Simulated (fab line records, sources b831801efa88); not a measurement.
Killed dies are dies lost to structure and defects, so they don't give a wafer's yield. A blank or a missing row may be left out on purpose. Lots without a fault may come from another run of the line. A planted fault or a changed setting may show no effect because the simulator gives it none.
Which tool did it? | flow sky130 | 13 lots, 39 wafers sampled, at 4 steps of a route of 708

WHAT THE GAUGES READ, wafer by wafer
SKY_FIELD_ISO_THK_MEAS_02.
lot  | measured    | on            | FIELD_ISO_OXIDATION_00_THK (nm)
L895 | day 1 16:41 | film_metro-03 | 11.44 11.95 11.62
L896 | day 1 21:38 | film_metro-02 | 11.66 11.51 11.86
L897 | day 2 02:38 | film_metro-03 | 12.30 12.28 12.25
L900 | day 2 19:02 | film_metro-03 | 12.06 12.12 12.09
L901 | day 2 23:50 | film_metro-02 | 11.90 12.10 11.98
L902 | day 3 05:16 | film_metro-03 | 12.24 12.16 12.32
L903 | day 3 09:26 | film_metro-03 | 12.31 12.46 12.35
L904 | day 3 13:45 | film_metro-02 | 12.04 12.01 11.88
L906 | day 3 23:39 | film_metro-02 | 12.23 12.19 12.33
L908 | day 4 09:39 | film_metro-02 | 12.06 12.00 12.08
L914 | day 5 16:58 | film_metro-02 | 11.73 11.53 11.54
L915 | day 5 21:35 | film_metro-03 | 12.32 11.99 12.03
L916 | day 6 01:38 | film_metro-02 | 12.19 11.87 12.21

SKY_PWDE_TW_MEAS_10.
lot  | measured    | on            | PWDE_TW
L895 | day 4 03:47 | film_metro-01 | 382.2 381.3 379.7
L896 | day 4 09:11 | film_metro-01 | 382.2 382.9 382.6
L897 | day 4 12:55 | film_metro-02 | 376.5 377.5 376.9
L900 | day 5 04:34 | film_metro-02 | 378.2 377.5 381.8
L901 | day 5 12:02 | film_metro-02 | 380.5 378.6 380.2
L902 | day 5 18:05 | film_metro-02 | 376.3 379.5 379.0
L903 | day 5 23:46 | film_metro-02 | 378.4 377.9 379.8
L904 | day 6 06:41 | film_metro-02 | 377.9 377.0 377.4
L906 | day 6 16:11 | film_metro-02 | 378.4 380.9 375.8
L908 | day 7 02:26 | film_metro-02 | 374.8 377.0 376.2
L914 | day 8 17:23 | film_metro-01 | 381.4 380.5 380.2
L915 | day 8 20:23 | film_metro-02 | 375.5 373.9 376.6
L916 | day 8 23:37 | film_metro-02 | 375.1 374.5 375.3

WHICH TOOL RAN EACH LOT (tool, then ch and the chambers of the sampled wafers, then the start)
lot  | SKY_FIELD_ISO_ETCH_15             | SKY_DNWELL_STRIP_08
L895 | rie_diel-02 ch 0,3, day 2 12:39   | plasma_asher-02 ch 0,1, day 3 12:02
L896 | rie_diel-03 ch 1,2,3, day 2 15:42 | plasma_asher-03 ch 0,1, day 3 16:59
L897 | rie_diel-02 ch 1,2, day 2 19:18   | plasma_asher-03 ch 0,1, day 3 20:26
L900 | rie_diel-03 ch 0,2,3, day 3 12:30 | plasma_asher-03 ch 0,1, day 4 11:26
L901 | rie_diel-03 ch 0,1,2, day 3 17:20 | plasma_asher-01 ch 0,1, day 4 18:23
L902 | rie_diel-01 ch 0,3, day 3 22:51   | plasma_asher-01 ch 0,1, day 5 00:14
L903 | rie_diel-02 ch 0,1,3, day 4 02:57 | plasma_asher-02 ch 0,1, day 5 05:26
L904 | rie_diel-03 ch 0,2,3, day 4 10:56 | plasma_asher-02 ch 0,1, day 5 12:26
L906 | rie_diel-03 ch 0,1,3, day 4 18:27 | plasma_asher-03 ch 0,1, day 5 21:28
L908 | rie_diel-02 ch 0,2,3, day 5 04:50 | plasma_asher-02 ch 0,1, day 6 07:01
L914 | rie_diel-03 ch 0,2,3, day 6 13:41 | plasma_asher-01 ch 0,1, day 7 20:37
L915 | rie_diel-03 ch 2,3, day 6 19:00   | plasma_asher-03 ch 0,1, day 7 23:35
L916 | rie_diel-02 ch 0,2,3, day 7 00:24 | plasma_asher-02 ch 0,1, day 8 03:08
- SKY_FIELD_ISO_ETCH_15: etches the open film in CHF3/O2, stops on Si, target depth 180 nm, time 72 s.
- SKY_DNWELL_STRIP_08: strips in O2/N2.

WHAT THE TOOLS THEMSELVES READ (means of the sampled wafers that have a number; where no wafer has one, the mark that the record gives instead)
SKY_FIELD_ISO_ETCH_15.
lot  | tool        | bias_w (W) | drypump_motor_current_A (A) | oes_product_au (a.u.) | throttle_valve_pct (%)
L895 | rie_diel-02 | 200.0      | 4.7                         | 0.944                 | 8.845
L896 | rie_diel-03 | 200.0      | 6.1                         | 0.946                 | 8.853
L897 | rie_diel-02 | 199.9      | 5.8                         | 0.943                 | 8.845
L900 | rie_diel-03 | 200.1      | 6.0                         | 0.949                 | 8.852
L901 | rie_diel-03 | 200.4      | 5.9                         | 0.949                 | 8.847
L902 | rie_diel-01 | 199.9      | 5.6                         | 0.935                 | 8.842
L903 | rie_diel-02 | 200.1      | 5.3                         | 0.945                 | 8.841
L904 | rie_diel-03 | 200.2      | 6.0                         | 0.939                 | 8.840
L906 | rie_diel-03 | 200.1      | 6.0                         | 0.939                 | 8.839
L908 | rie_diel-02 | 200.0      | 5.0                         | 0.936                 | 8.834
L914 | rie_diel-03 | 182.9      | 6.0                         | 0.939                 | 8.844
L915 | rie_diel-03 | 183.0      | 6.3                         | 0.947                 | 8.850
L916 | rie_diel-02 | 200.1      | 5.0                         | 0.941                 | 8.840

SKY_DNWELL_STRIP_08.
lot  | tool            | drypump_motor_current_A (A) | oes_product_au (a.u.) | strip_time_to_endpoint_s (s)
L895 | plasma_asher-02 | 5.7                         | 0.721                 | 37.24
L896 | plasma_asher-03 | 5.8                         | 0.724                 | 36.88
L897 | plasma_asher-03 | 5.8                         | 0.723                 | 36.89
L900 | plasma_asher-03 | 5.5                         | 0.721                 | 36.75
L901 | plasma_asher-01 | 6.1                         | 0.717                 | 37.06
L902 | plasma_asher-01 | 5.9                         | 0.724                 | 36.92
L903 | plasma_asher-02 | 5.7                         | 0.720                 | 37.05
L904 | plasma_asher-02 | 5.7                         | 0.723                 | 36.83
L906 | plasma_asher-03 | 5.8                         | 0.723                 | 36.95
L908 | plasma_asher-02 | 5.7                         | 0.716                 | 36.99
L914 | plasma_asher-01 | 6.1                         | 0.724                 | 37.06
L915 | plasma_asher-03 | 5.8                         | 0.724                 | 36.87
L916 | plasma_asher-02 | 5.7                         | 0.721                 | 37.25

THE ANSWER, worked out from the rows above alone
Rule: what is usual is taken from the lots themselves. Put in order of their means at a reading, lots are off if they are a third of the lots or fewer, leave a main group of 4 or more, and stand apart from it by a gap of 3 or more times the standard deviation of the main group's means; of several such gaps the widest counts. A main group whose means are all the same, to the digits that the tables above print for the reading, isn't used. A lot without any number at a reading at which 4 lots or more have one is off too. The other lots that the step has rows for count as sound. The gauges are gone through in route order, then the tools' own readings, and for those a lot's mean is taken as printed above. The first step at which some lot is off is used, and at that step the reading that is off furthest; a lot without a number counts as furthest.
Off: L914, L915, at SKY_FIELD_ISO_ETCH_15 (bias_w). The main group: mean 200.1 W, standard deviation 0.14.
A tool fits if, at that step or a process step before it, it ran every lot that is off, and no sound lot after the first of them. One fits: rie_diel-03 at SKY_FIELD_ISO_ETCH_15. Its last sound lot is L906 (day 4 18:27), its first lot that is off L914 (day 6 13:41): a fault that began between those two fits.
The tool's own readings at SKY_FIELD_ISO_ETCH_15 bear it out: on the lots that are off they differ by more than 5 times the standard deviation of the sound lots' means. bias_w reads 182.9 W there against 200.1 W on the sound lots.

WHAT THE SIMULATOR HAD PUT IN
Process parameter drift: rie_diel-03, from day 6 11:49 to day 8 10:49, at SKY_FIELD_ISO_ETCH_15. Setting bias_w, moved by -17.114, from 200. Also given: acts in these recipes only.
Lots struck among those shown: L914, L915. The rule above found the same.
